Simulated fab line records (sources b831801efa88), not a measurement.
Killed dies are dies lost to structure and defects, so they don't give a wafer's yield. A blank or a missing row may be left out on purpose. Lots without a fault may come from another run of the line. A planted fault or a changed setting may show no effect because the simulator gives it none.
fab line records -- flow sfq-line
record: lots: 14, wafers: 42, last-day: 91
route steps=325 shown I6@267
lots untouched by any fault: they come from a run of this same line in which no faults occurred
start-h: the number of hours between the record's first day and the start of the first shown wafer of the lot -- wait-h: hours from the lot's prior step to this one -- " same as the row above -- L1.1+2: several wafers, shown together as one row -- - no value present, or no start provided -- * or withheld: withheld -- < > ~ a bound
route shown NAME@n: a module of which the file shows steps, and the number in the route of the first -- usual: average and standard deviation across the fault-free wafers -- same: alike in all rows -- chamber/n: place in a boat -- sites: readings site by site -- _std_site: the standard deviation of these -- _edge_site: mean of outer sites minus mean of inner sites -- radius-mm: how far each site lies from the wafer's centre -- mask NAME#n: copy n -- behind: the last tool/chamber to shape the wafer -- hold: what put the lot on hold/how long, in hours/how the hold closed -- device: the n, p or np transistor that did not switch -- end of line: the tests these same wafers got at the end of their route -- a step given without rows: its recipe and nothing more -- killed: dies lost to structure and defects at the first sort, not the wafer's yield -- map: dies across one wafer; x = killed, . = not, _ = none there
set.NAME: the setting that was run; set.NAME@STEP: the one run at that earlier step -- model.NAME: the simulator's own value behind a step, which no gauge read
steps of the route over a sample of lots; a table a step, a row a wafer
services: when a tool's chamber went out of use (start-h, in hours from the record's first day, below 0 if earlier), for how many hours, and the reason
== steps ==
step: SFQ_TRILAYER_I6_CMP_CMP_166
recipe: material: SiO2, down-force-psi: 3, platen-rpm: 60, pad-velocity-m-s: 0.94248
usual: edge-zone-pressure-frac: 0.999/0.0048, head-pressure-psi: 3.000/0.0061, motor-current-A: 9.8/0.82, time-to-endpoint-s: 211/5.9
lot.wafer,tool,chamber,start-h,wait-h,edge-zone-pressure-frac,head-pressure-psi,motor-current-A,time-to-endpoint-s
L191.4,cmp-02,1,1717.55,0.5,1.003,3.005,10.6,209
L191.6,cmp-02,0,1719.05,2.0,0.998,3.005,10.3,207
L191.5,cmp-02,1,1719.05,2.0,0.999,3.003,10.5,212
L195.3,cmp-02,3,1790.76,1.6,-,-,-,-
L195.6,cmp-02,1,1791.76,2.6,-,-,-,-
L195.5,cmp-02,2,1791.76,2.6,-,-,-,-
L196.1,cmp-02,1,1797.40,0.0,-,-,-,-
L196.2,cmp-02,3,1798.40,1.0,-,-,-,-
L196.3,cmp-02,0,1798.40,1.0,-,-,-,-
L198.4,cmp-01,3,1837.68,2.9,1.009,3.004,10.2,213
L198.1,cmp-01,0,1837.68,2.9,1.005,2.994,8.5,203
L198.5,cmp-01,3,1839.68,4.9,1.008,3.005,9.9,206
L201.4,cmp-02,1,1844.72,4.2,0.997,2.992,10.7,225
L201.3,cmp-02,3,1845.72,5.2,1.003,3.006,10.9,213
L201.5,cmp-02,1,1846.72,6.2,0.993,3.007,10.1,222
L205.1,cmp-02,3,1851.22,2.3,1.000,3.001,11.0,221
L205.6,cmp-02,1,1852.22,3.3,1.005,2.996,11.0,224
L205.5,cmp-02,2,1852.22,3.3,1.002,2.997,9.8,217
L206.1,cmp-01,0,1891.54,0.5,0.999,3.013,7.9,202
L206.4,cmp-01,1,1891.54,0.5,1.004,2.991,8.5,210
L206.5,cmp-01,0,1893.54,2.5,0.996,2.997,8.7,202
L207.4,cmp-02,3,1892.24,0.0,1.007,2.996,10.9,212
L207.3,cmp-02,1,1893.24,1.0,0.997,3.003,9.9,207
L207.5,cmp-02,0,1894.74,2.5,0.997,2.998,10.5,215
L208.4,cmp-01,3,1897.04,0.0,1.001,2.998,10.6,206
L208.2,cmp-01,1,1898.04,1.0,0.994,2.999,8.6,208
L208.6,cmp-01,0,1899.54,2.5,0.995,2.998,8.3,209
L209.4,cmp-02,1,1898.84,0.6,1.006,2.995,9.9,212
L209.6,cmp-02,1,1900.84,2.6,0.997,2.993,10.5,209
L209.5,cmp-02,2,1900.84,2.6,1.004,2.999,10.0,210
L211.4,cmp-02,1,1902.84,1.0,0.999,3.000,10.1,217
L211.1,cmp-02,2,1902.84,1.0,1.003,3.001,10.4,210
L211.6,cmp-02,3,1902.84,1.0,1.000,3.001,10.6,211
L212.1,cmp-02,0,1906.34,3.3,0.997,2.996,10.2,203
L212.5,cmp-02,1,1906.34,3.3,0.998,3.003,10.3,209
L212.6,cmp-02,2,1906.34,3.3,1.001,2.991,9.3,211
L213.4,cmp-02,0,1907.84,3.6,1.000,3.000,9.7,218
L213.2,cmp-02,1,1907.84,3.6,0.996,3.014,10.0,210
L213.5,cmp-02,0,1909.84,5.6,0.997,3.010,9.9,214
L214.4,cmp-01,2,1909.27,3.8,1.001,3.004,10.2,222
L214.2,cmp-01,0,1910.27,4.9,0.991,3.002,8.1,217
L214.5,cmp-01,2,1911.27,5.8,0.998,3.010,9.4,224
step: SFQ_TRILAYER_I6_METRO_MEASURE_167
usual: thk-nm: 199.5/1
lot.wafer,tool,chamber,start-h,wait-h,thk-nm
L191.4,film-metro-03,-,1720.77,0.6,198.1
L191.5,film-metro-03,-,1720.77,0.6,198.0
L191.6,film-metro-03,-,1720.77,0.6,198.9
L195.3,film-metro-01,-,1793.28,0.5,486.0
L195.5,film-metro-01,-,1793.28,0.5,496.9
L195.6,film-metro-01,-,1793.28,0.5,501.8
L196.1,film-metro-02,-,1800.52,0.1,492.3
L196.2,film-metro-02,-,1800.52,0.1,490.1
L196.3,film-metro-02,-,1800.52,0.1,499.7
L198.1,film-metro-01,-,1840.30,0.1,199.2
L198.4,film-metro-01,-,1840.30,0.1,199.4
L198.5,film-metro-01,-,1840.30,0.1,198.6
L201.3,film-metro-02,-,1847.74,0.5,198.6
L201.4,film-metro-02,-,1847.74,0.5,197.9
L201.5,film-metro-02,-,1847.74,0.5,198.3
L205.1,film-metro-01,-,1853.34,0.1,198.9
L205.5,film-metro-01,-,1853.34,0.1,199.9
L205.6,film-metro-01,-,1853.34,0.1,199.4
L206.1,film-metro-03,-,1894.16,0.1,197.7
L206.4,film-metro-03,-,1894.16,0.1,199.6
L206.5,film-metro-03,-,1894.16,0.1,199.1
L207.3,film-metro-01,-,1895.76,0.5,197.3
L207.4,film-metro-01,-,1895.76,0.5,199.1
L207.5,film-metro-01,-,1895.76,0.5,197.9
L208.2,film-metro-01,-,1900.36,0.3,200.2
L208.4,film-metro-01,-,1900.36,0.3,199.5
L208.6,film-metro-01,-,1900.36,0.3,200.3
L209.4,film-metro-03,-,1902.56,0.6,199.1
L209.5,film-metro-03,-,1902.56,0.6,198.7
L209.6,film-metro-03,-,1902.56,0.6,199.3
L211.1,film-metro-01,-,1904.96,0.1,199.1
L211.4,film-metro-01,-,1904.96,0.1,199.7
L211.6,film-metro-01,-,1904.96,0.1,201.4
L212.1,film-metro-03,-,1907.96,0.1,197.8
L212.5,film-metro-03,-,1907.96,0.1,198.7
L212.6,film-metro-03,-,1907.96,0.1,198.0
L213.2,film-metro-01,-,1911.16,0.3,199.9
L213.4,film-metro-01,-,1911.16,0.3,199.4
L213.5,film-metro-01,-,1911.16,0.3,201.5
L214.2,film-metro-03,-,1912.59,0.3,201.2
L214.4,film-metro-03,-,1912.59,0.3,201.9
L214.5,film-metro-03,-,1912.59,0.3,201.4
step: SFQ_TRILAYER_I6_VIA_ETCH_VIA_ETCH_172
recipe: target: SiO2, stop-on: Nb, mask-material: PR, taper-deg: 20, chemistry: CHF3, target-depth-nm: 260, source-w: 500, bias-w: 80, pressure-mtorr: 30, time-s: withheld
usual: drypump-motor-current-A: 5.7/0.4, oes-product-au: 0.853/0.0057
lot.wafer,tool,chamber,start-h,wait-h,drypump-motor-current-A,oes-product-au
L191.4,rie-diel-03,1,1831.44,0.0,5.6,0.848
L191.5,rie-diel-03,3,1831.44,0.0,5.8,0.853
L191.6,rie-diel-03,0,1831.44,0.0,5.5,0.846
L195.3,rie-diel-02,3,1901.34,0.0,6.2,1.614
L195.5,rie-diel-02,1,1901.34,0.0,5.2,1.592
L195.6,rie-diel-02,2,1901.34,0.0,5.9,1.626
L196.1,rie-diel-01,2,1904.94,0.0,5.5,1.611
L196.2,rie-diel-01,3,1904.94,0.0,5.4,1.617
L196.3,rie-diel-01,1,1904.94,0.0,5.4,1.628
L198.1,rie-diel-01,1,1933.74,0.0,5.4,0.859
L198.4,rie-diel-01,2,1933.74,0.0,5.5,0.858
L198.5,rie-diel-01,0,1933.74,0.0,6.3,0.846
L201.3,rie-diel-03,0,1938.54,0.0,5.6,0.854
L201.4,rie-diel-03,1,1938.54,0.0,5.6,0.845
L201.5,rie-diel-03,0,1938.54,0.0,5.5,0.843
L205.1,rie-diel-03,0,1944.54,0.0,5.6,0.857
L205.5,rie-diel-03,1,1944.54,0.0,5.6,0.856
L205.6,rie-diel-03,0,1944.54,0.0,5.6,0.848
L206.1,rie-diel-01,3,1982.94,0.0,5.4,0.843
L206.4,rie-diel-01,0,1982.94,0.0,6.3,0.853
L206.5,rie-diel-01,2,1982.94,0.0,5.5,0.862
L207.3,rie-diel-03,1,1984.14,0.0,5.6,0.843
L207.4,rie-diel-03,2,1984.14,0.0,4.7,0.849
L207.5,rie-diel-03,3,1984.14,0.0,5.7,0.843
L208.2,rie-diel-03,0,1988.94,0.0,5.6,0.858
L208.4,rie-diel-03,3,1988.94,0.0,5.8,0.850
L208.6,rie-diel-03,3,1988.94,0.0,5.7,0.855
L209.4,rie-diel-02,2,1990.14,0.0,5.9,0.853
L209.5,rie-diel-02,1,1990.14,0.0,5.2,0.856
L209.6,rie-diel-02,0,1990.14,0.0,5.9,0.856
L211.1,rie-diel-03,3,1992.54,0.0,5.8,0.856
L211.4,rie-diel-03,2,1992.54,0.0,4.7,0.851
L211.6,rie-diel-03,3,1992.54,0.0,5.8,0.855
L212.1,rie-diel-02,3,1994.94,0.0,6.2,0.856
L212.5,rie-diel-02,1,1994.94,0.0,5.1,0.849
L212.6,rie-diel-02,0,1994.94,0.0,5.9,0.851
L213.2,rie-diel-01,2,1997.34,0.0,5.5,0.853
L213.4,rie-diel-01,1,1997.34,0.0,5.4,0.858
L213.5,rie-diel-01,2,1997.34,0.0,5.5,0.854
L214.2,rie-diel-03,2,1998.54,0.0,4.7,0.859
L214.4,rie-diel-03,0,1998.54,0.0,5.5,0.862
L214.5,rie-diel-03,0,1998.54,0.0,5.6,0.852
== services ==
tool,chamber,start-h,hours,kind
rie-diel-01,0,1694.55,10.4,repair
rie-diel-01,2,1723.51,4.4,repair
cmp-02,-,1727.63,1.7,repair
cmp-01,-,1730.77,2.6,repair
cmp-02,-,1745.62,1.3,repair
rie-diel-01,2,1747.34,10.9,repair
film-metro-01,-,1752.34,0.2,pm
rie-diel-03,3,1757.79,6.9,repair
rie-diel-03,0,1788.05,6.0,repair
rie-diel-03,-,1789.89,0.4,repair
film-metro-03,-,1794.58,0.5,pm
cmp-02,-,1804.18,4.4,pm
film-metro-01,-,1832.90,0.8,pm
cmp-02,-,1856.22,7.2,pm
film-metro-03,-,1872.08,3.0,pm
cmp-02,-,1872.40,1.5,repair
film-metro-01,-,1888.59,0.5,pm
rie-diel-03,2,1889.65,6.9,repair
film-metro-03,-,1904.96,0.4,pm
rie-diel-03,1,1920.55,2.6,repair
rie-diel-03,2,1944.95,3.7,repair
cmp-02,-,1952.89,4.0,pm
film-metro-03,-,1958.43,4.4,repair
film-metro-01,-,1997.93,1.4,pm
== key ==
first-sign: step: SFQ_TRILAYER_I6_CMP_CMP_166, reading: tool-record, direction: missing
effect: step: SFQ_TRILAYER_I6_METRO_MEASURE_167, reading: thk-nm, direction: up, sigmas: 99+, usual: 199.5, struck: 494.5
effect: step: SFQ_TRILAYER_I6_VIA_ETCH_VIA_ETCH_172, reading: oes-product-au, direction: up, sigmas: 99+, usual: 0.853, struck: 1.615
met-at SFQ_TRILAYER_I6_CMP_CMP_166
struck-lots L195,L196
onset-between 1717.55 1790.76
fault: kind: skipped-step-whole, tool: cmp-02, chamber: -, onset-h: 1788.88, steps: SFQ_TRILAYER_I6_CMP_CMP_166, scope: struck-lots-only
